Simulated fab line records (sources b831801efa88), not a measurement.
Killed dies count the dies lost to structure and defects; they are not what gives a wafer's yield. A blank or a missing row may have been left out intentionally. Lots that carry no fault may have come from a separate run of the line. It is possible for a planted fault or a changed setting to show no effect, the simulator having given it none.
fab line records	flow sky130
record lots=5	wafers=15	lastDay=50
route steps=708 shown FIELD_ISO@7 PAD_OPEN@708
lots untouched by any fault: they come from a run of this same line in which no faults occurred
startH: hours from the record's first day to the start of the lot's first wafer shown	waitH: time in hours since the lot's previous step	" same as the row above	L1.1+2: a single row standing in for several wafers	- value missing, or start not given	* or withheld: withheld	< > ~ a bound
route shown NAME@n: names a module that has steps shown in the file, with the first one's number in the route	usual: average and standard deviation across the fault-free wafers	same: alike in all rows	chamber/n: place in a boat	sites: each site's reading	_std_site: the standard deviation of these	_edge_site: outer sites' mean less inner sites'	radiusMm: for every site, how far away it sits from the centre of the wafer	mask NAME#n: copy n	behind: tool/chamber where the wafer was last shaped	hold: why the lot went on hold/how many hours it stayed there/how the hold came to an end	device: the transistor (n, p or np) that didn't switch	end of line: the route-end tests of the same wafers	a step given without rows: its recipe and nothing more	killed: count of dies lost to structure and defects at first sort (not the wafer's yield)	map: dies across one wafer; x = killed, . = not, _ = none there
set.NAME: the setting as run; set.NAME@STEP: as run at that earlier step	model.NAME: the simulator's own value behind a step, which no gauge read
lots at selected steps of the route; one table per step, one row per wafer
services: from which hour (startH, from the record's first day; less than 0 if before it) a tool's chamber was out of use, for how many hours, and why
## steps
# step SKY_FIELD_ISO_HMDS_06
# recipe primeTimeS=60	primeTempC=120
# step SKY_FIELD_ISO_COAT_07
# recipe resist=BARC	tempC=withheld	timeS=withheld	spinRpm=3021	resistThkNm=60
# step SKY_FIELD_ISO_COAT_08
# recipe resist=KrF-thick	spinRpm=3000	resistThkNm=450
# step SKY_FIELD_ISO_SOFTBAKE_09
# recipe tempC=100	timeS=90	resist=KrF-thick
# step SKY_FIELD_ISO_EXPOSE_10
# recipe maskId=FOM	na=0.68	sourceShape=annular	sigmaInner=0.4	sigmaOuter=0.8	targetCdNm=150	doseMj=28
# step SKY_FIELD_ISO_PEB_11
# recipe pebTempC=withheld	pebTimeS=withheld	resist=KrF-thick
# step SKY_FIELD_ISO_DEVELOP_12
# recipe developTimeS=60	resist=KrF-thick	devTempC=21
# step SKY_FIELD_ISO_CD_MEAS_13
# recipe targetCdNm=150
# usual cdNm=149.8/1.6
lot.wafer	tool	chamber	startH	waitH	cdNm
L923.1	cdSem-02	-	32.77	-	148.2
L923.3	"	-	"	"	149.9
L923.4	"	-	"	"	150.3
L932.1	cdSem-01	-	75.77	-	149.2
L932.3	"	-	"	"	147.8
L932.4	"	-	"	"	150.0
L939.1	cdSem-02	-	110.85	-	149.1
L939.5	"	-	"	"	149.7
L939.6	"	-	"	"	149.7
L941.1	cdSem-02	-	122.96	-	149.6
L941.2	"	-	"	"	148.0
L941.5	"	-	"	"	148.5
L946.2	cdSem-02	-	150.98	-	149.2
L946.5	"	-	"	"	149.0
L946.6	"	-	"	"	151.3
# step SKY_FIELD_ISO_ETCH_14
# recipe chemistry=N2/H2	target=BARC	ionEnergyEv=200	sourceW=500	biasW=100	pressureMtorr=30	n2FlowSccm=100	h2FlowSccm=200	stopOn=SiO2	timeS=45.9	targetDepthA=600
# usual drypumpMotorCurrentA=5.9/0.46	oesProductAu=0.852/0.0048	runLengthS=73.9/0.4	throttleValvePct=13.225/0.0092
lot.wafer	tool	chamber	startH	waitH	drypumpMotorCurrentA	oesProductAu	rfHoursCounterH	runLengthS	throttleValvePct
L923.1	rieDiel-03	1	32.89	0.1	5.0	0.861	133	73.7	13.216
L923.3	"	2	"	"	6.3	0.859	166	73.8	13.215
L923.4	"	3	"	"	6.4	0.844	162	73.8	13.218
L932.1	rieDiel-01	2	75.89	0.1	5.9	0.848	8	73.9	13.229
L932.3	"	3	"	"	6.1	0.852	18	73.9	13.226
L932.4	"	0	"	"	5.7	0.847	124	74.4	13.225
L939.1	rieDiel-04	0	110.97	0.1	5.1	0.850	4	73.0	13.228
L939.5	"	2	"	"	5.8	0.853	-	74.3	13.220
L939.6	"	3	"	"	6.5	0.857	-	73.8	13.232
L941.1	rieDiel-01	1	123.08	0.1	5.5	0.856	144	73.8	13.214
L941.2	"	0	"	"	5.7	0.854	125	73.7	13.226
L941.5	"	1	"	"	5.5	0.848	-	73.9	13.231
L946.2	rieDiel-01	3	151.08	0.1	6.1	0.844	19	73.9	13.226
L946.5	"	0	"	"	5.7	0.849	-	74.1	13.223
L946.6	"	1	"	"	5.4	0.845	-	73.9	13.217
# step SKY_FIELD_ISO_ETCH_15
# recipe chemistry=CHF3/O2	targetDepthNm=180	stopOn=Si	sourceW=600	biasW=200	pressureMtorr=40	chf3FlowSccm=50	O2_flow_sccm=5	timeS=72
# usual drypumpMotorCurrentA=5.8/0.45	oesProductAu=0.946/0.0073	runLengthS=100.0/0.4	throttleValvePct=8.843/0.0089
lot.wafer	tool	chamber	startH	waitH	drypumpMotorCurrentA	oesProductAu	rfHoursCounterH	runLengthS	throttleValvePct
L923.1	rieDiel-03	1	32.93	0.0	5.0	0.944	133	99.8	8.828
L923.3	"	2	"	"	6.2	0.950	167	99.9	8.849
L923.4	"	3	"	"	6.4	0.950	162	100.1	8.836
L932.1	rieDiel-01	2	75.93	0.0	5.9	0.941	8	99.8	8.834
L932.3	"	3	"	"	6.1	0.945	18	100.3	8.859
L932.4	"	0	"	"	5.7	0.948	124	100.2	8.838
L939.1	rieDiel-04	0	111.01	0.0	5.1	0.946	4	99.3	8.841
L939.5	"	2	"	"	5.8	0.951	-	100.7	8.839
L939.6	"	3	"	"	6.5	0.944	-	99.5	8.844
L941.1	rieDiel-01	1	123.12	0.0	5.4	0.942	144	100.0	8.843
L941.2	"	0	"	"	5.7	0.944	125	99.8	8.851
L941.5	"	1	"	"	5.4	0.935	-	100.0	8.860
L946.2	rieDiel-01	3	151.12	0.0	6.1	0.959	19	100.0	8.860
L946.5	"	0	"	"	5.7	0.961	-	100.1	8.858
L946.6	"	1	"	"	5.5	0.952	-	100.5	8.842
# step SKY_FIELD_ISO_STRIP_16
# recipe chemistry=O2/N2	powerW=1400	pressureMtorr=1500	platenTempC=withheld	o2FlowSccm=3000	n2FlowSccm=300	overashFraction=0.5
# usual drypumpMotorCurrentA=5.5/0.34	o2FlowSccm=3000/8.9	oesProductAu=0.377/0.0046	stripTimeToEndpointS=3.539/0.025
# same overashFraction=0.5
lot.wafer	tool	chamber	startH	waitH	drypumpMotorCurrentA	o2FlowSccm	oesProductAu	rfHoursCounterH	stripTimeToEndpointS
L923.1	plasmaAsher-04	1	32.99	0.0	5.6	3000	0.379	37	3.560
L923.3	"	0	"	"	5.7	2998	0.368	-	3.555
L923.4	"	1	"	"	5.6	3006	0.374	-	3.540
L932.1	plasmaAsher-02	0	75.99	0.0	5.7	3001	0.377	40	3.491
L932.3	"	0	"	"	5.7	3004	0.375	-	3.548
L932.4	"	1	"	"	6.1	2997	0.375	-	3.559
L939.1	plasmaAsher-02	1	111.07	0.0	6.1	3006	0.373	43	3.534
L939.5	"	0	"	"	5.7	2993	0.377	-	3.537
L939.6	"	1	"	"	6.1	3004	0.382	-	3.546
L941.1	plasmaAsher-01	1	123.18	0.0	5.1	3010	0.377	30	3.519
L941.2	"	0	"	"	5.1	2999	0.369	30	3.532
L941.5	"	1	"	"	5.1	3017	0.374	-	3.552
L946.2	plasmaAsher-04	1	151.18	0.0	5.6	2992	0.372	49	3.561
L946.5	"	0	"	"	5.7	2998	0.374	-	3.499
L946.6	"	1	"	"	5.6	2991	0.380	-	3.529
# step SKY_FIELD_ISO_ETCH_17
# recipe targetDepthA=3420	maskMaterial=Si3N4	chemistry=HBr/Cl2/O2	target=Si	taperDeg=5	icpW=600	biasW=150	pressureMtorr=15	HBr_flow_sccm=150	Cl2_flow_sccm=40	O2_flow_sccm=6	timeS=97.7
# usual drypumpMotorCurrentA=5.5/0.51	mfcCl2Sccm=40.00/0.12	oesProductAu=1.003/0.0083	runLengthS=126.1/0.43	throttleValvePct=25.654/0.011
lot.wafer	tool	chamber	startH	waitH	drypumpMotorCurrentA	mfcCl2Sccm	oesProductAu	rfHoursCounterH	runLengthS	throttleValvePct
L923.1	rieSi-01	1	33.09	0.1	5.9	40.18	0.999	21	126.5	25.673
L923.3	"	2	"	"	5.0	39.95	1.000	88	125.8	25.676
L923.4	"	3	"	"	5.6	40.05	1.007	22	126.6	25.663
L932.1	rieSi-02	2	76.09	0.1	4.9	39.92	0.999	22	126.0	25.668
L932.3	"	3	"	"	5.4	40.09	0.993	103	125.7	25.651
L932.4	"	0	"	"	6.2	39.86	0.991	119	126.5	25.657
L939.1	rieSi-02	3	111.17	0.1	5.4	39.87	1.015	103	125.6	25.652
L939.5	"	3	"	"	5.4	40.03	1.025	-	125.6	25.638
L939.6	"	2	"	"	4.9	40.12	1.002	-	125.4	25.653
L941.1	rieSi-02	3	123.28	0.1	5.4	40.08	1.006	103	125.9	25.650
L941.2	"	1	"	"	6.4	39.97	1.010	45	126.3	25.650
L941.5	"	1	"	"	6.4	40.03	1.000	-	126.2	25.664
L946.2	rieSi-01	3	151.28	0.1	5.6	39.69	1.009	23	126.3	25.657
L946.5	"	3	"	"	5.6	39.88	1.005	-	126.4	25.636
L946.6	"	2	"	"	4.9	39.92	1.002	-	126.3	25.640
# step SKY_FIELD_ISO_WET_ETCH_18
# recipe chemistry=H3PO4	targetDepthNm=25	tempC=160	target=Si3N4	timeS=286
# usual runLengthS=314/3.4
lot.wafer	tool	chamber	startH	waitH	runLengthS	model.Si3N4_of_FIELD_ISO_CVD_03.thkNm
L923.1	wetBench-04	2	33.16	0.0	321	125.7
L923.3	"	2	"	"	321	126
L923.4	"	2	"	"	321	124.4
L932.1	wetBench-04	1	76.16	0.0	139	140
L932.3	"	1	"	"	139	140.5
L932.4	"	1	"	"	139	140.9
L939.1	wetBench-01	1	111.24	0.0	311	125.5
L939.5	"	1	"	"	311	124.8
L939.6	"	1	"	"	311	124.4
L941.1	wetBench-02	2	123.35	0.0	313	123.9
L941.2	"	2	"	"	313	123.8
L941.5	"	2	"	"	313	124.9
L946.2	wetBench-02	3	151.35	0.0	319	129.7
L946.5	"	3	"	"	319	129.1
L946.6	"	3	"	"	319	129.2
# step SKY_FIELD_ISO_CLEAN_19
# recipe chemistry=SC1/SC2	mix=1:4:20	tempC=70	timeS=150
# step SKY_FIELD_ISO_CLEAN_20
# recipe chemistry=dHF	timeS=20	dilution=100:1
# step SKY_FIELD_ISO_WET_ETCH_21
# recipe chemistry=dHF	dilution=100:1	targetDepthNm=20	dry=ipaMarangoni	target=SiO2	tempC=25	timeS=400
# step SKY_FIELD_ISO_OXIDATION_22
# recipe tempC=950	ambient=O2	stabiliseS=600	purgeS=300	targetThkA=100	oxTimeS=623
# step SKY_FIELD_ISO_THK_MEAS_23
# recipe reads=SiO2_of_FIELD_ISO_OXIDATION_22
# usual FIELD_ISO_OXIDATION_01_THK=9.95/0.17
lot.wafer	tool	chamber	startH	waitH	FIELD_ISO_OXIDATION_01_THK[nm]
L923.1	filmMetro-02	-	34.61	0.0	9.66
L923.3	"	-	"	"	9.80
L923.4	"	-	"	"	9.74
L932.1	filmMetro-01	-	77.65	0.0	10.01
L932.3	"	-	"	"	10.03
L932.4	"	-	"	"	9.78
L939.1	filmMetro-02	-	112.69	0.0	9.94
L939.5	"	-	"	"	9.93
L939.6	"	-	"	"	10.08
L941.1	filmMetro-02	-	124.80	0.0	10.21
L941.2	"	-	"	"	9.97
L941.5	"	-	"	"	9.99
L946.2	filmMetro-02	-	153.89	0.0	9.62
L946.5	"	-	"	"	9.63
L946.6	"	-	"	"	9.70
# step SKY_FIELD_ISO_CVD_24
# recipe material=SiO2	targetThkNm=595	tempC=650	sigmaOpenFrac=0.3	timeS=99.2	sih4FlowSccm=60	pressureMtorr=6
# step SKY_FIELD_ISO_THK_MEAS_25
# recipe reads=SiO2_of_FIELD_ISO_CVD_24
# usual FIELD_ISO_CVD_24_THK=594/5.1
lot.wafer	tool	chamber	startH	waitH	FIELD_ISO_CVD_24_THK[nm]
L923.1	filmMetro-04	-	34.74	0.0	588
L923.3	"	-	"	"	594
L923.4	"	-	"	"	585
L932.1	filmMetro-02	-	77.78	0.0	589
L932.3	"	-	"	"	587
L932.4	"	-	"	"	600
L939.1	filmMetro-01	-	112.82	0.0	591
L939.5	"	-	"	"	588
L939.6	"	-	"	"	596
L941.1	filmMetro-04	-	124.93	0.0	593
L941.2	"	-	"	"	596
L941.5	"	-	"	"	597
L946.2	filmMetro-04	-	154.03	0.0	586
L946.5	"	-	"	"	590
L946.6	"	-	"	"	598
# step SKY_FIELD_ISO_ANNEAL_26
# recipe tempC=1000	timeS=1800	ambient=N2
# step SKY_FIELD_ISO_CMP_27
# recipe stopOn=Si3N4	tOverpolishS=16	downForcePsi=4	platenRpm=60	targetThkNm=457.8	padVelocityMS=0.94248
# usual edgeZonePressureFrac=1.000/0.0049	motorCurrentA=12.5/1.3
lot.wafer	tool	chamber	startH	waitH	edgeZonePressureFrac	motorCurrentA
L923.1	cmp-01	0	36.30	0.0	1.004	13.4
L923.3	"	2	"	"	1.000	13.6
L923.4	"	3	"	"	0.997	12.0
L932.4	cmp-02	1	79.39	0.1	0.990	9.3
L932.1	"	2	"	"	1.004	12.7
L932.3	"	3	"	"	1.002	11.1
L939.1	cmp-01	3	114.48	0.1	1.001	13.0
L939.6	"	1	"	"	1.003	11.9
L939.5	"	2	"	"	1.005	13.8
L941.1	cmp-01	0	127.85	0.8	1.001	13.5
L941.2	"	1	"	"	0.999	12.8
L941.5	"	3	"	"	1.004	12.8
L946.2	cmp-02	0	155.63	0.1	0.996	11.9
L946.6	"	3	"	"	0.999	11.1
L946.5	"	0	"	"	1.003	12.3
# step SKY_FIELD_ISO_WET_ETCH_28
# recipe chemistry=dHF	targetDepthNm=23.7	target=SiO2	dilution=10:1	tempC=25	timeS=47
# usual runLengthS=74.5/2.6
lot.wafer	tool	chamber	startH	waitH	runLengthS	model.Si3N4_of_FIELD_ISO_CVD_03.thkNm
L923.1	wetBench-01	3	36.63	0.3	78.6	119.8
L923.3	"	3	"	"	78.6	120.1
L923.4	"	3	"	"	78.6	118.5
L932.1	wetBench-02	2	79.64	0.1	73.8	134
L932.3	"	2	"	"	73.8	134.5
L932.4	"	2	"	"	73.8	134.9
L939.1	wetBench-01	0	114.68	0.1	79.7	119.6
L939.5	"	0	"	"	79.7	118.8
L939.6	"	0	"	"	79.7	118.5
L941.1	wetBench-02	2	128.05	0.1	74.9	118
L941.2	"	2	"	"	74.9	117.9
L941.5	"	2	"	"	74.9	118.9
L946.2	wetBench-02	1	155.88	0.2	81.6	123.8
L946.5	"	1	"	"	81.6	123.2
L946.6	"	1	"	"	81.6	123.2
# step SKY_FIELD_ISO_WET_ETCH_29
# recipe chemistry=H3PO4	targetDepthNm=160	target=Si3N4	tempC=160	timeS=1825
# step SKY_PAD_OPEN_PROBE_99
# usual killed_at_M0_to_M3=43/7.7	killed_at_M4_up=3.0/1.7	killedAtContacts=24/5.2	killedAtFrontEnd=15/4.5	killedAtOther=0.3/0.5	killedDies=85/9.5	killedOpen=47/6.6	killedShort=38/6.6
# same grossDies=492	killedAtBackSide=0
lot.wafer	tool	chamber	startH	waitH	killed_at_M0_to_M3	killed_at_M4_up	killedAtContacts	killedAtFrontEnd	killedAtOther	killedDies	killedOpen	killedShort	model.etest.pfet_16v.rOnOhmUm	model.etest.resIsoPwell.rsOhmSq	model.etest.resIsoPwell.lineOhmUm	model.etest.capLiToPoly.cAfUm2	model.etest.capPolyToWell.cAfUm2	model.etest.fieldP.vtV	model.etest.fieldN.vtV	model.etest.sramNfetPass.offLog10AUm
L923.1	prober-01	-	1070.48	0.1	47	1	25	14	0	87	52	35	1.507e+04	3054	1148	101.3	91.44	-42.94	35.74	-12.48
L923.3	prober-01	-	1070.58	0.2	34	4	21	13	0	72	35	37	1.507e+04	3038	1140	101.2	91.85	-42.77	35.71	-12.76
L923.4	prober-01	-	1070.63	0.2	32	3	22	15	0	72	40	32	1.502e+04	3033	1145	98.28	92.29	-43.13	35.89	-12.32
L932.1	prober-02	-	1128.25	0.1	49	3	24	14	1	91	58	33	1.515e+04	3161	1190	104.7	90.85	-42.62	36.71	-12.13
L932.3	prober-02	-	1128.35	0.2	40	4	20	16	0	80	45	35	1.539e+04	3158	1202	101.7	89.31	-42.77	36.91	-12.3
L932.4	prober-02	-	1128.40	0.2	43	5	18	17	0	83	50	33	1.528e+04	3196	1197	100.2	85.77	-42.8	36.95	-12.17
L939.1	prober-02	-	1174.11	0.1	49	5	16	12	1	83	40	43	1.545e+04	3245	1242	97.83	91.93	-42.31	36.43	-12.67
L939.5	prober-02	-	1174.31	0.2	43	2	15	11	0	71	39	32	1.562e+04	3314	1255	102.2	90.81	-42.56	36.38	-12.54
L939.6	prober-02	-	1174.36	0.2	32	2	31	14	0	79	48	31	1.518e+04	3101	1170	99.56	91.89	-41.14	36.06	-12.47
L941.1	prober-02	-	1176.29	0.1	31	3	20	28	0	82	46	36	1.56e+04	3452	1309	100.6	90.62	-40.96	35.62	-12.55
L941.2	prober-02	-	1176.34	0.1	38	1	29	7	0	75	47	28	1.573e+04	3447	1301	97.71	92.59	-40.92	35.69	-12.23
L941.5	prober-02	-	1176.49	0.2	42	2	19	11	1	75	46	29	1.557e+04	3371	1268	98.65	94.03	-40.51	35.61	-12.57
L946.2	prober-02	-	1194.59	0.1	47	1	15	15	0	78	40	38	1.538e+04	3064	1171	96.89	92.44	-41.88	36.17	-12.81
L946.5	prober-02	-	1194.74	0.2	42	3	34	16	0	95	46	49	1.549e+04	3178	1207	100.7	89.55	-42.66	36.55	-12.81
L946.6	prober-02	-	1194.79	0.2	44	2	22	21	0	89	52	37	1.557e+04	3103	1184	99.28	91.48	-41.84	36.06	-13.04
# killed by level:class
L923.1 VIA2:geometricParticle:open=10 VIA1:geometricParticle:open=9 FIELD_ISO:geometricParticle:open=8 CONTACT:geometricParticle:open=8 LI_CONTACT:geometricParticle:open=7 METAL2:geometricParticle:short=6 CONTACT:geometricParticle:short=5 METAL1:geometricParticle:short=5
L923.3 VIA2:geometricParticle:open=8 LI_CONTACT:geometricParticle:open=6 METAL1:geometricParticle:short=6 VIA3:geometricParticle:open=5 CONTACT:geometricParticle:open=5 VIA1:geometricParticle:short=5 LOCAL_INTERCONNECT:geometricParticle:short=4 VIA3:geometricParticle:short=4
L923.4 LI_CONTACT:geometricParticle:open=9 VIA3:geometricParticle:open=7 POLY_GATE:geometricParticle:open=6 CONTACT:geometricParticle:open=6 VIA1:geometricParticle:short=6 CONTACT:geometricParticle:short=5 VIA2:geometricParticle:open=5 FIELD_ISO:geometricParticle:short=4
L932.1 CONTACT:geometricParticle:open=11 VIA3:geometricParticle:open=11 VIA1:geometricParticle:open=10 VIA2:geometricParticle:open=8 LI_CONTACT:geometricParticle:open=7 FIELD_ISO:geometricParticle:short=5 VIA1:geometricParticle:short=5 METAL1:geometricParticle:short=4
L932.3 VIA1:geometricParticle:open=9 POLY_GATE:geometricParticle:open=6 LI_CONTACT:geometricParticle:open=6 CONTACT:geometricParticle:open=6 VIA2:geometricParticle:open=5 VIA3:geometricParticle:short=5 METAL1:geometricParticle:short=4 METAL2:geometricParticle:short=4
L932.4 VIA1:geometricParticle:open=13 VIA2:geometricParticle:open=10 CONTACT:geometricParticle:open=7 POLY_GATE:geometricParticle:short=5 METAL1:geometricParticle:short=5 VIA3:geometricParticle:open=5 FIELD_ISO:geometricParticle:short=4 METAL2:geometricParticle:short=4
L939.1 VIA2:geometricParticle:open=8 VIA1:geometricParticle:open=8 VIA1:geometricParticle:short=7 VIA3:geometricParticle:open=6 METAL4:geometricParticle:short=5 LI_CONTACT:geometricParticle:open=5 METAL3:geometricParticle:short=5 POLY_GATE:geometricParticle:short=4
L939.5 VIA2:geometricParticle:open=9 METAL2:geometricParticle:short=7 VIA1:geometricParticle:open=6 VIA3:geometricParticle:open=5 LI_CONTACT:geometricParticle:open=4 METAL2:geometricParticle:open=4 CONTACT:geometricParticle:open=4 METAL1:geometricParticle:short=4
L939.6 VIA1:geometricParticle:open=12 LI_CONTACT:geometricParticle:open=11 FIELD_ISO:geometricParticle:open=7 CONTACT:geometricParticle:short=6 CONTACT:geometricParticle:open=6 LOCAL_INTERCONNECT:geometricParticle:short=4 METAL1:geometricParticle:short=4 METAL2:geometricParticle:short=4
L941.1 CONTACT:geometricParticle:open=11 FIELD_ISO:geometricParticle:open=9 FIELD_ISO:geometricParticle:short=8 METAL1:geometricParticle:short=5 POLY_GATE:geometricParticle:open=5 POLY_GATE:geometricParticle:short=5 LI_CONTACT:geometricParticle:open=5 VIA2:geometricParticle:open=5
L941.2 VIA1:geometricParticle:open=11 LI_CONTACT:geometricParticle:open=10 CONTACT:geometricParticle:open=9 VIA2:geometricParticle:open=8 VIA1:geometricParticle:short=6 METAL1:geometricParticle:short=4 FIELD_ISO:geometricParticle:open=3 LI_CONTACT:geometricParticle:short=3
L941.5 VIA1:geometricParticle:open=15 CONTACT:geometricParticle:open=8 VIA1:geometricParticle:short=6 VIA2:geometricParticle:open=6 VIA3:geometricParticle:open=5 FIELD_ISO:geometricParticle:short=4 LI_CONTACT:geometricParticle:open=4 METAL1:geometricParticle:short=4
L946.2 VIA3:geometricParticle:open=7 VIA2:geometricParticle:open=7 CONTACT:geometricParticle:open=6 METAL1:geometricParticle:short=6 METAL1:geometricParticle:open=5 VIA1:geometricParticle:open=5 METAL2:geometricParticle:short=5 CONTACT:geometricParticle:short=4
L946.5 CONTACT:geometricParticle:open=12 LI_CONTACT:geometricParticle:open=9 METAL1:geometricParticle:short=8 POLY_GATE:geometricParticle:short=7 VIA1:geometricParticle:open=7 METAL2:geometricParticle:short=7 LI_CONTACT:geometricParticle:short=5 VIA1:geometricParticle:short=5
L946.6 VIA1:geometricParticle:open=9 VIA2:geometricParticle:open=9 LI_CONTACT:geometricParticle:open=8 CONTACT:geometricParticle:open=7 METAL2:geometricParticle:short=6 FIELD_ISO:geometricParticle:open=5 POLY_GATE:geometricParticle:open=5 METAL1:geometricParticle:short=5
## services
tool	chamber	startH	hours	kind
cmp-01	-	9.98	10.5	pm
rieDiel-04	-	11.72	15.6	pm
plasmaAsher-01	-	18.76	15.6	pm
rieDiel-04	-	27.32	28.1	pm
cmp-02	-	29.89	1.8	repair
rieSi-01	3	38.58	2.8	repair
cmp-01	-	42.91	0.9	repair
cmp-02	-	43.27	0.7	repair
rieDiel-01	-	55.18	14.6	pm
cmp-01	-	59.68	0.3	repair
cmp-02	-	64.04	4.0	pm
cmp-02	-	68.04	-	consumableReplace:conditioner
cmp-01	-	72.41	0.9	repair
cmp-01	-	75.77	5.7	pm
cmp-02	-	81.11	1.5	repair
rieDiel-04	1	85.68	5.5	repair
cmp-02	-	114.77	4.5	pm
rieDiel-04	1	117.21	3.9	repair
cmp-02	-	121.48	32.7	repair
rieDiel-01	-	129.13	8.2	repair
rieSi-02	0	129.38	6.1	repair
rieDiel-03	-	134.15	14.6	pm
rieSi-01	0	151.65	1.1	repair
wetBench-04	-	151.95	0.8	repair
## key
firstSign step=SKY_FIELD_ISO_WET_ETCH_18	reading=runLengthS	direction=down	sigmas=51	usual=*	struck=*
effect none on later readings
modelEffect step=SKY_FIELD_ISO_WET_ETCH_18	value=Si3N4_of_FIELD_ISO_CVD_03.thkNm	without=124.9	struck=140.5
modelEffect step=SKY_FIELD_ISO_WET_ETCH_28	value=Si3N4_of_FIELD_ISO_CVD_03.thkNm	without=119	struck=134.5
modelEffect step=SKY_PAD_OPEN_PROBE_99	value=etest.pfet_16v.rOnOhmUm	without=1.472e+04	struck=1.528e+04
metAt SKY_FIELD_ISO_WET_ETCH_18
struckWafers L932.1,L932.3,L932.4
testerLeftOut L932
fault kind=processParameterDrift	tool=wetBench-04	chamber=1	onsetH=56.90	steps=SKY_FIELD_ISO_WET_ETCH_18	channel=timeS	offset=*	shape=step	endH=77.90	actsIn=*	stated=*
# testerLeftOut: of these lots the tester's yield and bins aren't shown, on N5 and GAA mostly nor the transistor test; their killed dies are dies lost to structure and defects alone, not to doping, threshold or leakage, so they don't give the yield
